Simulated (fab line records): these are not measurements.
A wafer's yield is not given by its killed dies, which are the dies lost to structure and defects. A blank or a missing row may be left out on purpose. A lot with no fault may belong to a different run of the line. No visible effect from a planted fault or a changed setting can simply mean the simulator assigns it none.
A struck lot beside a sound one + flow sky130 + 15 out of 708 route steps
Sound: wafers L179.1, L179.3, L179.6. Wafers struck: L188.3, L188.4, L188.5. The cause is named last.
Per side, at each step with rows, come the tool, then ch with its chambers, and then its first start. Under that, the readings that differ: sound wafers + struck wafers + difference of the means + sigmas: that difference in standard deviations of wafers without a fault.
alike: readings whose means differ by less than 2 such deviations, and words and numbers that are the same on both sides. not compared: withheld readings, readings that some wafer has no value for, bounds like >300 that may hide the same value, and numbers for which the record gives no deviation and whose values overlap.
The two part at a step that has a row with sigmas, a row that says differs or no value, or rows on one side only. Numbers that don't overlap but have no deviation are shown without sigmas and don't part them. A reading that every wafer of one side lacks parts them only if that side has two wafers or more.

SKY_SPACER_ETCHBACK_02: etches Si3N4 in CH3F/O2, stops on SiO2, time 46.7 s, target depth 45 nm.
  sound on rie-diel-01 ch 0,3, day 26 21:58; struck on rie-diel-03 ch 0,1, day 30 11:42
  alike: chamber-pressure-mTorr, drypump-motor-current-A, oes-product-au, throttle-valve-pct
  not compared: rf-hours-counter-h
then, 8 steps without rows for these wafers: SKY_POLY_CUT_DEHYDRATE_00 (time 60 s); SKY_POLY_CUT_HMDS_01 (prime time 60 s); SKY_POLY_CUT_COAT_02 (resist thk 60 nm); SKY_POLY_CUT_COAT_03 (resist thk 450 nm); SKY_POLY_CUT_SOFTBAKE_04 (time 90 s); SKY_POLY_CUT_EXPOSE_05 (exposes mask NPCM, target cd 270 nm); SKY_POLY_CUT_PEB_06; SKY_POLY_CUT_DEVELOP_07 (develop time 60 s).
SKY_POLY_CUT_CD_MEAS_08: target cd 270 nm.
  sound on cd-sem-01 at day 28 02:44; struck on cd-sem-01 at day 31 15:52
  alike: cd-nm
SKY_POLY_CUT_OVL_MEAS_09:
  sound on overlay-02 at day 28 02:52; struck on overlay-01 at day 31 15:58
  alike: POLY_CUT_OVL
SKY_POLY_CUT_ETCH_10: etches BARC in N2/H2, stops on SiO2, time 45.9 s, target depth 60 nm.
  sound on rie-diel-04 ch 1,2, day 28 02:54; struck on rie-diel-02 ch 0,3, day 31 15:59
| reading                     | sound       | struck      | difference | sigmas |
|-----------------------------|-------------|-------------|------------|--------|
| drypump-motor-current-A (A) | 5.1 5.5 5.1 | 6.6 6.1 6.1 | +1.0       | +3     |
  alike: bias-w, chamber-pressure-mTorr, h2-flow-sccm, oes-product-au, throttle-valve-pct
  not compared: rf-hours-counter-h
SKY_POLY_CUT_ETCH_11: etches Si3N4 in CF4/CH2F2/Ar, stops on poly-Si, time 42.5 s, target depth 60 nm.
  sound on rie-diel-04 ch 1,2, day 28 02:56; struck on rie-diel-02 ch 0,3, day 31 16:01
  no value came back on the struck wafers for any of 8 readings (bias-w (W), cf4-flow-sccm (sccm) and others); on the sound wafers bias-w (W) reads 150.0 149.5 149.8
  not compared: rf-hours-counter-h
SKY_POLY_CUT_STRIP_12: strips in O2/N2.
  sound on plasma-asher-03 ch 0,1, day 28 02:59; struck on plasma-asher-03 ch 0,1, day 31 16:06
  alike: chamber-pressure-mTorr, drypump-motor-current-A, oes-product-au, strip-time-to-endpoint-s
  not compared: rf-hours-counter-h
-- here the record skips 19 days between the struck wafers' starts before and after, leaving off in module POLY_CUT and picking up in module PAD_OPEN (first step shown: number 708 of the route) --
SKY_PAD_OPEN_PROBE_99:
  only the struck wafers here have rows in the record (prober-01, day 50 17:34); the sound ones have none

WHERE THEY PART
First at SKY_POLY_CUT_ETCH_10; last, within this record, at SKY_PAD_OPEN_PROBE_99.

WHY: the cause the simulator had injected
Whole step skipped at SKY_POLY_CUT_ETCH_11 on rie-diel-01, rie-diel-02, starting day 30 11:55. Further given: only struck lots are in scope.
